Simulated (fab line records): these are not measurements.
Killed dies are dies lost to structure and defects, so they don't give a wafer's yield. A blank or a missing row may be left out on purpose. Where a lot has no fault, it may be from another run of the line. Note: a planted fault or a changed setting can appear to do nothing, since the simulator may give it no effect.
fab line records	flow sfqLine
[record] lots = 6	wafers = 18	lastDay = 91
route steps=325 shown I0@54 M1@58
lots untouched by any fault: they come from a run of this same line in which no faults occurred
startH: the number of hours between the record's first day and the start of the first shown wafer of the lot	waitH: hours from the lot's prior step to this one	" repeats the value in the row above	L1.1+2: a single row standing in for several wafers	- no value, or no start was given	* or withheld: withheld	< > ~ a bound
route shown NAME@n: NAME is a module with steps in the file, n the number in the route of the first one	usual: mean/standard deviation of fault-free wafers	same: alike in all rows	chamber/n: place in a boat	sites: the reading at each site	_std_site: standard deviation across them	_edge_site: mean of outer sites minus mean of inner sites	radiusMm: for every site, how far away it sits from the centre of the wafer	mask NAME#n: copy n	behind: the most recent tool/chamber to have shaped the wafer	hold: reason for holding the lot/hours on hold/outcome of the hold	device: the n, p or np transistor that did not switch	end of line: the route-end tests of the same wafers	a step given without rows: its recipe and nothing more	killed: count of dies lost to structure and defects at first sort (not the wafer's yield)	map: a wafer's dies, marking killed ones x, the rest . and places with no die _
set.NAME: setting as actually run; set.NAME@STEP: the setting as run at that earlier step	model.NAME: the simulator's own value behind a step, which no gauge read
lots seen at some steps along the route; tables by step, rows by wafer
services: a tool's chamber out of use, with start hour (startH, from the record's first day; less than 0 if before it), hours out, and reason
[[steps]]
[step SFQ_TRILAYER_I0_VIA_BARC_OPEN_VIA_ETCH_046]
[recipe] maskMaterial = PR	chemistry = O2	targetDepthNm = 125	target = BARC	sourceW = 500	biasW = 80	pressureMtorr = 30	timeS = 41.7
[usual] drypumpMotorCurrentA = 5.7/0.58	oesProductAu = 0.685/0.0049
lot.wafer	tool	chamber	startH	waitH	drypumpMotorCurrentA	oesProductAu	rfHoursCounterH
L896.2	rieDiel-02	1	479.81	0.0	6.0	0.689	55
L896.3	"	0	"	"	5.9	0.692	66
L896.5	"	2	"	"	4.7	0.686	-
L901.1	rieDiel-01	2	495.41	0.0	6.4	0.682	2
L901.4	"	0	"	"	6.0	0.691	1
L901.6	"	0	"	"	6.0	0.678	-
L907.1	rieDiel-02	2	570.56	0.0	4.7	0.682	48
L907.4	"	3	"	"	6.1	0.682	-
L907.6	"	0	"	"	5.9	0.680	-
L908.1	rieDiel-02	2	582.56	0.0	4.7	0.680	48
L908.2	"	1	"	"	6.0	0.687	57
L908.5	"	3	"	"	6.2	0.694	-
L914.2	rieDiel-02	1	651.14	0.0	6.1	0.689	58
L914.3	"	0	"	"	5.9	0.686	69
L914.4	"	3	"	"	6.2	0.682	7
L915.1	rieDiel-02	3	658.34	0.0	6.2	0.690	7
L915.4	"	0	"	"	5.9	0.688	69
L915.6	"	2	"	"	4.7	0.689	-
[step SFQ_TRILAYER_I0_VIA_ETCH_VIA_ETCH_034]
[recipe] target = SiO2	stopOn = Nb	maskMaterial = PR	taperDeg = 20	chemistry = CHF3	targetDepthNm = 260	sourceW = 500	biasW = 80	pressureMtorr = 30	timeS = withheld
[usual] drypumpMotorCurrentA = 5.7/0.58	oesProductAu = 0.855/0.005
lot.wafer	tool	chamber	startH	waitH	drypumpMotorCurrentA	oesProductAu
L896.2	rieDiel-02	1	479.85	0.0	6.0	0.850
L896.3	"	0	"	"	6.0	0.850
L896.5	"	2	"	"	4.7	0.854
L901.1	rieDiel-01	2	495.45	0.0	6.4	0.852
L901.4	"	0	"	"	5.9	0.860
L901.6	"	0	"	"	6.0	0.857
L907.1	rieDiel-02	2	570.60	0.0	4.7	0.862
L907.4	"	3	"	"	6.2	0.855
L907.6	"	0	"	"	6.0	0.856
L908.1	rieDiel-02	2	582.60	0.0	4.7	0.856
L908.2	"	1	"	"	6.0	0.853
L908.5	"	3	"	"	6.2	0.864
L914.2	rieDiel-02	1	651.18	0.0	6.0	0.860
L914.3	"	0	"	"	5.9	0.855
L914.4	"	3	"	"	6.2	0.854
L915.1	rieDiel-02	3	658.38	0.0	6.2	0.857
L915.4	"	0	"	"	6.0	0.855
L915.6	"	2	"	"	4.7	0.852
[step SFQ_TRILAYER_I0_VIA_STRIP_STRIP_035]
[recipe] gas = O2	powerW = 200	platenTempC = 40	overashFraction = 0.65	chemistry = O2	pressureMtorr = 50
[usual] drypumpMotorCurrentA = 6.0/0.52	oesProductAu = 0.996/0.01
lot.wafer	tool	chamber	startH	waitH	drypumpMotorCurrentA	oesProductAu	rfHoursCounterH
L896.2	rieMetal-04	0	479.96	-	6.2	1.001	63
L896.3	"	0	"	"	6.2	0.997	-
L896.5	"	1	"	"	6.2	1.011	-
L901.1	rieMetal-03	1	495.56	-	5.2	1.005	7
L901.4	"	1	"	"	5.2	1.010	-
L901.6	"	0	"	"	5.5	1.006	-
L907.1	rieMetal-01	1	570.71	-	6.5	0.993	61
L907.4	"	0	"	"	5.5	0.997	-
L907.6	"	0	"	"	5.5	1.015	-
L908.1	rieMetal-03	1	582.71	-	5.3	0.985	19
L908.2	"	0	"	"	5.5	0.986	44
L908.5	"	0	"	"	5.5	0.991	-
L914.2	rieMetal-01	0	651.30	-	5.5	1.004	26
L914.3	"	1	"	"	6.5	1.003	-
L914.4	"	0	"	"	5.5	1.004	-
L915.1	rieMetal-01	1	658.50	-	6.6	0.982	74
L915.4	"	0	"	"	5.5	0.982	-
L915.6	"	1	"	"	6.6	0.976	-
[step SFQ_TRILAYER_I0_VIA_STRIP_SOLV_CLEAN_036]
[recipe] chemistry = NMP	tempC = 70	timeS = 600
[step SFQ_TRILAYER_M1_DEP_PRE_CLEAN_038]
[recipe] gas = Ar	timeS = 22.5	biasV = 250
[step SFQ_TRILAYER_M1_DEP_SPUTTER_037]
[recipe] material = Nb	basePressurePa = 1.33e-06	chamberPressurePa = 0.1333	substrateTempC = 20	resputterCathodeVoltageV = 400	targetThkNm = 200	powerW = 2000	timeS = 133.3
[usual] cathodeDcPowerW = 2000.0/0.33	chamberPressurePa = 0.13331/0.00027	throttleValvePct = 30.3/1.1
lot.wafer	tool	chamber	startH	waitH	cathodeDcPowerW	chamberPressurePa	throttleValvePct
L896.2	pvdSputter-04	-	480.77	0.0	1999.5	0.13325	27.8
L896.3	"	-	"	"	2000.0	0.13368	29.4
L896.5	"	-	"	"	2000.0	0.13303	29.3
L901.1	pvdSputter-04	-	496.37	0.0	1999.5	0.13338	27.7
L901.4	"	-	"	"	2000.1	0.13327	29.5
L901.6	"	-	"	"	2000.4	0.1332	30.7
L907.1	pvdSputter-04	-	571.53	0.0	1999.6	0.13337	28.0
L907.4	"	-	"	"	2000.0	0.13306	31.0
L907.6	"	-	"	"	2000.2	0.13317	29.3
L908.1	pvdSputter-06	-	583.53	0.0	2000.1	0.13347	30.6
L908.2	"	-	"	"	2000.2	0.13326	29.5
L908.5	"	-	"	"	2000.2	0.13289	31.0
L914.2	pvdSputter-05	-	652.10	0.0	2000.1	0.1334	31.1
L914.3	"	-	"	"	1999.8	0.13344	29.7
L914.4	"	-	"	"	1999.9	0.13329	31.8
L915.1	pvdSputter-04	-	659.30	0.0	2000.4	0.13294	31.0
L915.4	"	-	"	"	2000.4	0.13327	27.8
L915.6	"	-	"	"	2000.0	0.13347	28.2
[step SFQ_M1_RS_MEAS_909]
[recipe] thkMeasGauge = four-point-probe	reads = Nb_of_TRILAYER_M1_DEP_SPUTTER_037
[usual] M1_NB_RS = 0.890/0.012
lot.wafer	tool	chamber	startH	waitH	M1_NB_RS[ohm/sq]
L896.2	filmMetro-03	-	480.88	0.1	0.887
L896.3	"	-	"	"	0.905
L896.5	"	-	"	"	0.901
L901.1	filmMetro-03	-	496.46	0.0	0.897
L901.4	"	-	"	"	0.903
L901.6	"	-	"	"	0.897
L907.1	filmMetro-02	-	571.62	0.0	0.884
L907.4	"	-	"	"	0.874
L907.6	"	-	"	"	0.895
L908.1	filmMetro-01	-	583.62	0.0	0.865
L908.2	"	-	"	"	0.881
L908.5	"	-	"	"	0.897
L914.2	filmMetro-01	-	652.21	0.1	0.912
L914.3	"	-	"	"	0.917
L914.4	"	-	"	"	0.908
L915.1	filmMetro-01	-	659.39	0.0	0.892
L915.4	"	-	"	"	0.894
L915.6	"	-	"	"	0.899
[step SFQ_TRILAYER_M1_LITHO_COAT_044]
[recipe] resist = BARC	spinRpm = 3000	resistThkNm = 62
[step SFQ_TRILAYER_M1_LITHO_COAT_039]
[recipe] resist = KrF	spinRpm = 3000	resistThkNm = 600
[step SFQ_TRILAYER_M1_LITHO_SOFTBAKE_043]
[recipe] tempC = withheld	timeS = withheld	resist = KrF
[step SFQ_TRILAYER_M1_LITHO_EXPOSE_040]
[recipe] maskId = M1	na = 0.6	sourceShape = conventional	sigmaOuter = 0.65	targetCdNm = 500	doseMj = 14.4
[step SFQ_TRILAYER_M1_LITHO_PEB_042]
[recipe] pebTempC = 115	pebTimeS = 60	resist = KrF
lot.wafer	tool	chamber	startH	waitH
L896.2+3+5	lithoTrack-04	0	624.43	0.8
L901.1+4+6	lithoTrack-04	0	643.61	1.0
L907.1+4+6	lithoTrack-04	0	718.38	1.0
L908.1+2+5	lithoTrack-04	0	727.63	1.0
L914.2+3+4	lithoTrack-03	0	787.70	0.8
L915.1+4+6	lithoTrack-03	0	802.20	1.0
[step SFQ_TRILAYER_M1_LITHO_DEVELOP_041]
[recipe] timeS = 60	resist = KrF
[step SFQ_M1_OVL_MEAS_911]
[usual] M1_OVL = -3/6.7
lot.wafer	tool	chamber	startH	waitH	M1_OVL[nm]
L896.2	overlay-01	-	624.71	0.1	-7
L896.3	"	-	"	"	-6
L896.5	"	-	"	"	-5
L901.1	overlay-02	-	643.91	0.1	-1
L901.4	"	-	"	"	-6
L901.6	"	-	"	"	1
L907.1	overlay-01	-	718.68	0.1	-9
L907.4	"	-	"	"	-12
L907.6	"	-	"	"	-9
L908.1	overlay-01	-	727.93	0.1	-12
L908.2	"	-	"	"	-8
L908.5	"	-	"	"	-10
L914.2	overlay-01	-	787.98	0.1	0
L914.3	"	-	"	"	-3
L914.4	"	-	"	"	-3
L915.1	overlay-01	-	802.50	0.1	2
L915.4	"	-	"	"	-1
L915.6	"	-	"	"	-2
[step SFQ_TRILAYER_M1_BARC_OPEN_METAL_ETCH_054]
[recipe] maskMaterial = PR	chemistry = O2	targetDepthNm = 125	target = BARC	icpW = 600	biasW = 80	pressureMtorr = 10	timeS = 41.7
[usual] drypumpMotorCurrentA = 6.0/0.49	oesProductAu = 0.686/0.0045
lot.wafer	tool	chamber	startH	waitH	drypumpMotorCurrentA	oesProductAu	rfHoursCounterH	model.M1.cdNm
L896.2	rieMetal-02	1	624.74	0.0	5.1	0.686	52	499
L896.3	"	1	"	"	5.0	0.691	-	498
L896.5	"	0	"	"	6.3	0.689	-	498.9
L901.1	rieMetal-04	0	643.94	0.0	6.2	0.679	89	499
L901.4	"	1	"	"	6.2	0.686	-	496.7
L901.6	"	1	"	"	6.2	0.682	-	498.1
L907.1	rieMetal-02	1	718.72	0.0	5.1	0.686	65	495.8
L907.4	"	1	"	"	5.1	0.691	-	496.7
L907.6	"	1	"	"	5.1	0.677	-	497.9
L908.1	rieMetal-04	0	727.97	0.0	6.2	0.680	99	493.3
L908.2	"	1	"	"	6.2	0.685	42	496
L908.5	"	1	"	"	6.2	0.682	-	493.9
L914.2	rieMetal-01	0	788.01	0.0	5.5	0.689	43	499.7
L914.3	"	1	"	"	6.6	0.693	-	500
L914.4	"	0	"	"	5.5	0.696	-	500.4
L915.1	rieMetal-02	1	802.54	0.0	5.1	0.687	76	498.5
L915.4	"	1	"	"	5.1	0.685	-	499.4
L915.6	"	1	"	"	5.1	0.680	-	497.7
[step SFQ_TRILAYER_M1_ETCH_METAL_ETCH_042]
[recipe] target = Nb	stopOn = SiO2	maskMaterial = PR	chemistry = Cl2/Ar	targetDepthNm = 240	icpW = 616.5	biasW = 80	pressureMtorr = 10	timeS = 120
[usual] drypumpMotorCurrentA = 6.0/0.49	oesProductAu = 0.894/0.0085
lot.wafer	tool	chamber	startH	waitH	drypumpMotorCurrentA	oesProductAu	rfHoursCounterH	model.M1.cdNm
L896.2	rieMetal-02	1	624.80	0.0	5.1	0.891	52	500.3
L896.3	"	1	"	"	5.1	0.884	-	499.8
L896.5	"	0	"	"	6.3	0.876	-	497.6
L901.1	rieMetal-04	0	644.00	0.0	6.2	0.888	89	499.8
L901.4	"	1	"	"	6.2	0.879	-	497.7
L901.6	"	1	"	"	6.2	0.891	-	498.5
L907.1	rieMetal-02	1	718.78	0.0	5.1	0.895	66	496.9
L907.4	"	1	"	"	5.1	0.902	-	499.4
L907.6	"	1	"	"	5.1	0.895	-	499.5
L908.1	rieMetal-04	0	728.03	0.0	6.2	0.911	99	496
L908.2	"	1	"	"	6.2	0.896	42	497.4
L908.5	"	1	"	"	6.2	0.895	-	494.2
L914.2	rieMetal-01	0	788.07	0.0	5.5	0.876	43	500.2
L914.3	"	1	"	"	6.5	0.873	-	499.8
L914.4	"	0	"	"	5.5	0.887	-	500.2
L915.1	rieMetal-02	1	802.66	0.1	5.1	0.888	76	499.3
L915.4	"	1	"	"	5.1	0.879	-	500.3
L915.6	"	1	"	"	5.1	0.890	-	499.2
[step SFQ_TRILAYER_M1_STRIP_STRIP_043]
[recipe] gas = O2	powerW = 200	platenTempC = 40	overashFraction = 0.65	chemistry = O2	pressureMtorr = 50
[usual] drypumpMotorCurrentA = 6.0/0.49	oesProductAu = 1.006/0.0098
lot.wafer	tool	chamber	startH	waitH	drypumpMotorCurrentA	oesProductAu	rfHoursCounterH
L896.2	rieMetal-02	1	624.93	0.1	5.1	1.005	53
L896.3	"	1	"	"	5.1	1.016	-
L896.5	"	0	"	"	6.3	0.998	-
L901.1	rieMetal-04	0	644.13	0.1	6.2	1.006	89
L901.4	"	1	"	"	6.2	1.012	-
L901.6	"	1	"	"	6.2	1.013	-
L907.1	rieMetal-02	1	718.90	0.1	5.1	1.006	66
L907.4	"	1	"	"	5.1	1.006	-
L907.6	"	1	"	"	5.1	1.007	-
L908.1	rieMetal-04	0	728.15	0.1	6.2	1.011	100
L908.2	"	1	"	"	6.2	1.024	42
L908.5	"	1	"	"	6.2	1.029	-
L914.2	rieMetal-01	0	788.20	0.1	5.5	1.005	43
L914.3	"	1	"	"	6.6	0.999	-
L914.4	"	0	"	"	5.5	1.002	-
L915.1	rieMetal-02	1	802.91	0.2	5.1	1.007	76
L915.4	"	1	"	"	5.1	1.012	-
L915.6	"	1	"	"	5.1	1.011	-
[[services]]
tool	chamber	startH	hours	kind
pvdSputter-05	-	466.21	2.4	repair
rieDiel-02	3	474.47	21.5	repair
rieMetal-02	-	474.70	2.8	pm
rieDiel-02	2	483.02	10.2	repair
rieDiel-02	0	493.17	5.6	repair
rieDiel-02	1	565.58	8.2	repair
rieMetal-04	-	599.17	0.8	repair
rieMetal-04	-	602.17	0.3	repair
rieDiel-01	0	616.94	27.3	repair
rieDiel-01	3	617.43	5.1	repair
rieDiel-01	1	618.76	13.5	repair
rieDiel-02	1	619.74	2.7	repair
rieDiel-01	2	625.58	4.7	repair
rieDiel-02	2	640.45	3.3	repair
rieMetal-02	-	641.13	10.0	pm
rieMetal-03	1	665.95	3.0	repair
rieMetal-04	0	667.27	3.8	repair
rieMetal-04	-	673.15	1.4	pm
rieDiel-01	1	724.61	3.9	repair
rieDiel-01	-	757.18	14.6	pm
rieDiel-02	-	771.90	1.0	repair
rieDiel-01	1	778.78	5.9	repair
rieMetal-04	-	789.94	2.1	repair
rieDiel-02	1	801.67	6.1	repair
[[key]]
firstSign none at tools or gauges
[modelEffect] step = SFQ_TRILAYER_M1_BARC_OPEN_METAL_ETCH_054	value = M1.cdNm	without = 500.2	struck = 495.6
[modelEffect] step = SFQ_TRILAYER_M1_ETCH_METAL_ETCH_042	value = M1.cdNm	without = 501.9	struck = 497.2
metAt SFQ_TRILAYER_M1_LITHO_PEB_042
struckWafers L907.1,L907.4,L907.6,L908.1,L908.2,L908.5
onsetBetween 643.61 718.38
[fault] kind = processParameterDrift	tool = lithoTrack-04	chamber = -	onsetH = 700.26	steps = SFQ_TRILAYER_M1_LITHO_PEB_042	channel = pebTimeS	offset = *	shape = step	endH = 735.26	actsIn = *	stated = *
